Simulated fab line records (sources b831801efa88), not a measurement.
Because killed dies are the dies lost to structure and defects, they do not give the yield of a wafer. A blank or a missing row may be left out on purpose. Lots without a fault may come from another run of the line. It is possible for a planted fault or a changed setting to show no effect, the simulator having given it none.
8D (eight disciplines) problem report, filled in by code | flow sky130 | the parts of the form that need people (team, actions taken, sign-off) are left out

## 1. WHAT WENT WRONG
run length s at SKY_VT_ADJUST_NCORE_SOFTBAKE_03 reads a mean of 86.25 s on 6 wafers of 2 lots; wafers without a fault read 89.36 s with a standard deviation of 0.12. That puts it -26 standard deviations away from the usual mean.
The step: time 60 s.
Seen first at day 10 23:47 on litho track-02, wafer L369.2. At this step, 39 wafers from 13 lots have a number in the record. By rule, "out" or "out of limits" means more than 4 standard deviations away from the usual mean. Any other wafer with a number is counted as sound.

## 2. WHAT IT IS AND WHAT IT IS NOT
question                    | is                                 | is not
which readings at this step | run length s, heater power total W | -
which lots                  | L369, L373                         | L360, L361, L363, L364, L367, L374, L378, L380, L381, L382, L383
which wafers of those lots  | all that have a number             | -
read on which tools         | litho track-02                     | litho track-01, litho track-03
when                        | from day 10 23:47                  | up to then (15 sound wafers); but 18 sound wafers of L374, L378, L380, L381, L382, L383 came after

## 3. THE SUSPECTS, EACH WITH WHAT RULES IT OUT
Counting: any tool at a process step up to the reading is kept as a suspect provided that every lot that is out went through it and no sound lot did after the first of them.
- plasma asher-04 at SKY_FIELD_ISO_STRIP_16 (strips in O2/N2): ruled out as a lasting fault. Following L369 (day 4 07:05), the first lot on it that is out, the sound lots L374, L378 were run on it.
- litho track-02 at SKY_VT_ADJUST_NCORE_SOFTBAKE_03 (time 60 s): ruled out as a lasting fault. Following L369 (day 10 23:47), the first lot on it that is out, the sound lots L381 were run on it.
Left after counting: nothing in the record.

## 4. THE CAUSE (what the simulator had put in)
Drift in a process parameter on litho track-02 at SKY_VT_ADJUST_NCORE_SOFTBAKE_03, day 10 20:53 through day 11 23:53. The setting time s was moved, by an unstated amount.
Counting ruled it out, wrongly.

## 5. THE CHAIN OF EFFECTS, in route order
Rows list readings where the struck wafers' mean (over those with a number) sits beyond 3 standard deviations from the usual. Only readings for which the record gives a usual standard deviation are gone through. hours: the time from each lot's start at the first step in this table that gives one to its start at this step, as a median over the lots. sigmas: the change in usual standard deviations.
hours | step                            | reading              | usual   | on struck wafers | change | sigmas
0     | SKY_VT_ADJUST_NCORE_SOFTBAKE_03 | heater power total W | 56.60 W | 57.57            | +0.97  | +21
0     | SKY_VT_ADJUST_NCORE_SOFTBAKE_03 | run length s         | 89.36 s | 86.25            | -3.11  | -26
It contains these process steps:
- SKY_VT_ADJUST_NCORE_SOFTBAKE_03: time 60 s.

## 6. WHAT WOULD HAVE CAUGHT IT SOONER
In this record the first reading out of limits was taken at day 10 23:47, 3 hours after the fault began at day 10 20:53.
